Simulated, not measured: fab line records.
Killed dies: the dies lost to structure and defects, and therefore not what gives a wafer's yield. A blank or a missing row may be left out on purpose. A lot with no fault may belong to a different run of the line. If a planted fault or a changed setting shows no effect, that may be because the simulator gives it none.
The tool behind it: which one? | flow gf180mcu | 12 lots, 36 wafers sampled, at 5 steps of a route of 602

## WHAT EACH GAUGE READ, for each wafer
GF_TOP_METAL_CD_MEAS_14 targets a cd of 440 nm. Usual: cd_nm reads 441.2 nm (standard deviation 2).
lot  | measured     | on        | cd_nm (nm)        | flag
L935 | day 28 10:14 | cd_sem-02 | 437.3 440.2 438.6 |
L937 | day 28 16:40 | cd_sem-01 | 440.6 440.6 441.0 |
L938 | day 28 23:29 | cd_sem-01 | 442.2 439.4 440.8 |
L941 | day 30 00:43 | cd_sem-01 | 473.9 475.5 473.4 | OFF
L942 | day 30 02:27 | cd_sem-02 | 475.0 474.2 474.6 | OFF
L943 | day 30 08:28 | cd_sem-02 | 475.8 478.3 477.9 | OFF
L945 | day 31 01:35 | cd_sem-01 | 459.6 458.7 458.8 | OFF
L947 | day 31 12:32 | cd_sem-02 | 440.5 438.7 441.6 |
L948 | day 32 01:23 | cd_sem-02 | 440.3 441.7 439.4 |
L951 | day 32 18:41 | cd_sem-01 | 439.4 441.0 440.2 |
L957 | day 34 05:34 | cd_sem-01 | 438.6 438.4 440.0 |
L958 | day 34 07:14 | cd_sem-02 | 445.2 443.8 445.9 |

## EACH LOT AND THE TOOL THAT RAN IT (in order: tool; ch and the chambers of the sampled wafers; start)
lot  | GF_V5_ETCH_17                                 | GF_TOP_METAL_SPUTTER_01      | GF_TOP_METAL_SPUTTER_04      | GF_TOP_METAL_EXPOSE_11
L935 | rie_diel-03 ch 0,1,2, day 27 13:50 or earlier | pvd_sputter-01, day 27 13:50 | pvd_sputter-01, day 27 13:56 | iline_stepper-02 ch 0, day 28 00:11
L937 | rie_diel-01 ch 1,2,3, day 27 21:34 or earlier | pvd_sputter-01, day 27 21:34 | pvd_sputter-01, day 27 21:40 | iline_stepper-02 ch 0, day 28 06:46
L938 | rie_diel-02 ch 0,1,2, day 28 04:17 or earlier | pvd_sputter-02, day 28 04:17 | pvd_sputter-02, day 28 04:23 | iline_stepper-01 ch 0, day 28 14:11
L941 | rie_diel-01 ch 1,2,3, day 29 05:41 or earlier | pvd_sputter-02, day 29 05:41 | pvd_sputter-02, day 29 05:46 | iline_stepper-02 ch 0, day 29 15:46
L942 | rie_diel-02 ch 0,2,3, day 29 07:56 or earlier | pvd_sputter-03, day 29 07:56 | pvd_sputter-03, day 29 08:01 | iline_stepper-02 ch 0, day 29 17:36
L943 | rie_diel-02 ch 1,3, day 29 14:17 or earlier   | pvd_sputter-03, day 29 14:17 | pvd_sputter-03, day 29 14:23 | iline_stepper-02 ch 0, day 29 23:19
L945 | rie_diel-02 ch 0,1,3, day 30 07:50 or earlier | pvd_sputter-03, day 30 07:50 | pvd_sputter-03, day 30 07:56 | iline_stepper-02 ch 0, day 30 16:57
L947 | rie_diel-01 ch 1,2, day 30 19:14 or earlier   | pvd_sputter-03, day 30 19:14 | pvd_sputter-03, day 30 19:19 | iline_stepper-01 ch 0, day 31 04:26
L948 | rie_diel-03 ch 0,3, day 31 08:35 or earlier   | pvd_sputter-02, day 31 08:35 | pvd_sputter-02, day 31 08:41 | iline_stepper-01 ch 0, day 31 17:14
L951 | rie_diel-03 ch 0,1, day 32 02:10 or earlier   | pvd_sputter-02, day 32 02:10 | pvd_sputter-02, day 32 02:15 | iline_stepper-01 ch 0, day 32 10:23
L957 | rie_diel-01 ch 1,2,3, day 33 14:38 or earlier | pvd_sputter-02, day 33 14:38 | pvd_sputter-02, day 33 14:44 | iline_stepper-01 ch 0, day 33 22:26
L958 | rie_diel-03 ch 0,2,3, day 33 15:38 or earlier | pvd_sputter-02, day 33 15:38 | pvd_sputter-02, day 33 15:43 | iline_stepper-01 ch 0, day 33 23:31
- GF_V5_ETCH_17: etches SiO2 in C4F8/O2/Ar, stops on TiN, target depth 855 nm.
- GF_TOP_METAL_SPUTTER_01: material TiN, target thk 30 nm, time 25 s.
- GF_TOP_METAL_SPUTTER_04: material TiN, target thk 25 nm, time 20.8 s.
- GF_TOP_METAL_EXPOSE_11: exposes mask MetalTop, target cd 440 nm.

## WHAT THE TOOLS THEMSELVES READ (means of the sampled wafers that have a number; where no wafer has one, the mark that the record gives instead)
GF_V5_ETCH_17. Usual: oes_product_au reads 0.860 a.u. (standard deviation 0.0046).
lot  | tool        | oes_product_au (a.u.) | flag
L935 | rie_diel-03 | 0.855                 |
L937 | rie_diel-01 | 0.859                 |
L938 | rie_diel-02 | 0.858                 |
L941 | rie_diel-01 | 0.860                 |
L942 | rie_diel-02 | 0.854                 |
L943 | rie_diel-02 | 0.857                 |
L945 | rie_diel-02 | 0.858                 |
L947 | rie_diel-01 | 0.858                 |
L948 | rie_diel-03 | 0.861                 |
L951 | rie_diel-03 | 0.859                 |
L957 | rie_diel-01 | 0.864                 |
L958 | rie_diel-03 | 0.862                 |

GF_TOP_METAL_SPUTTER_01. Usual: throttle_valve_pct reads 29.8 % (standard deviation 1.2).
lot  | tool           | throttle_valve_pct (%) | flag
L935 | pvd_sputter-01 | 28.9                   |
L937 | pvd_sputter-01 | 29.2                   |
L938 | pvd_sputter-02 | 29.4                   |
L941 | pvd_sputter-02 | 29.4                   |
L942 | pvd_sputter-03 | 30.2                   |
L943 | pvd_sputter-03 | 31.0                   |
L945 | pvd_sputter-03 | 29.9                   |
L947 | pvd_sputter-03 | 28.8                   |
L948 | pvd_sputter-02 | 29.6                   |
L951 | pvd_sputter-02 | 29.6                   |
L957 | pvd_sputter-02 | 30.0                   |
L958 | pvd_sputter-02 | 29.2                   |

GF_TOP_METAL_SPUTTER_04. Usual: throttle_valve_pct reads 29.8 % (standard deviation 1.2).
lot  | tool           | throttle_valve_pct (%) | flag
L935 | pvd_sputter-01 | 29.2                   |
L937 | pvd_sputter-01 | 29.0                   |
L938 | pvd_sputter-02 | 29.4                   |
L941 | pvd_sputter-02 | 29.3                   |
L942 | pvd_sputter-03 | 30.2                   |
L943 | pvd_sputter-03 | 31.2                   |
L945 | pvd_sputter-03 | 29.9                   |
L947 | pvd_sputter-03 | 28.9                   |
L948 | pvd_sputter-02 | 29.8                   |
L951 | pvd_sputter-02 | 29.5                   |
L957 | pvd_sputter-02 | 29.7                   |
L958 | pvd_sputter-02 | 29.3                   |

GF_TOP_METAL_EXPOSE_11. Usual: exposure_dose_mJ_cm2 reads 169.86 (standard deviation 0.2).
lot  | tool             | exposure_dose_mJ_cm2 | flag
L935 | iline_stepper-02 | 170.06               |
L937 | iline_stepper-02 | 169.87               |
L938 | iline_stepper-01 | 169.50               |
L941 | iline_stepper-02 | 150.31               | OFF
L942 | iline_stepper-02 | 150.47               | OFF
L943 | iline_stepper-02 | 150.30               | OFF
L945 | iline_stepper-02 | 159.97               | OFF
L947 | iline_stepper-01 | 170.05               |
L948 | iline_stepper-01 | 169.93               |
L951 | iline_stepper-01 | 169.85               |
L957 | iline_stepper-01 | 169.79               |
L958 | iline_stepper-01 | 170.03               |

## THE ANSWER, worked out from the rows above alone
Rule: take the mean of a lot's wafers that have a number; if it is more than 3 standard deviations from the usual mean, the lot is off. Also off: a lot with no number at a reading for which 4 or more lots have one. All remaining lots with rows at the step are treated as sound. The gauges are gone through in route order, then the tools' own readings, and for those a lot's mean is taken as printed above. At the first step where some lot is off, the reading lying furthest off is the one used; lots without a number count as furthest.
Off: L941, L942, L943, L945, at GF_TOP_METAL_CD_MEAS_14 (cd_nm).
If a tool, at a process step before that reading, ran all the lots that are off and no sound lot after the first of them, it fits. The gauges at GF_TOP_METAL_CD_MEAS_14 aren't tried: what is off there is off at GF_TOP_METAL_EXPOSE_11 too, on other tools, and a gauge's error can't cause that. GF_V5_ETCH_17 gives no start for some lots, so the hours and the order of its lots are those of GF_TOP_METAL_SPUTTER_01. One fits: GF_TOP_METAL_EXPOSE_11 on iline_stepper-02. Its last sound lot is L937 (day 28 06:46), its first lot that is off L941 (day 29 15:46): a fault that began between those two fits.
On the lots that are off, the tool's own readings at GF_TOP_METAL_EXPOSE_11 differ by more than 5 times the standard deviation of the sound lots' means, which bears it out; exposure_dose_mJ_cm2 reads 152.76 there versus 169.88 on the sound lots.

## WHAT THE SIMULATOR PUT IN
Process parameters drifting: iline_stepper-02 at GF_TOP_METAL_EXPOSE_11, beginning at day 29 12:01. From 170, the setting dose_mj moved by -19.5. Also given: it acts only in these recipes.
Struck lots among those shown: L941, L942, L943, L945. The rule above found the same.
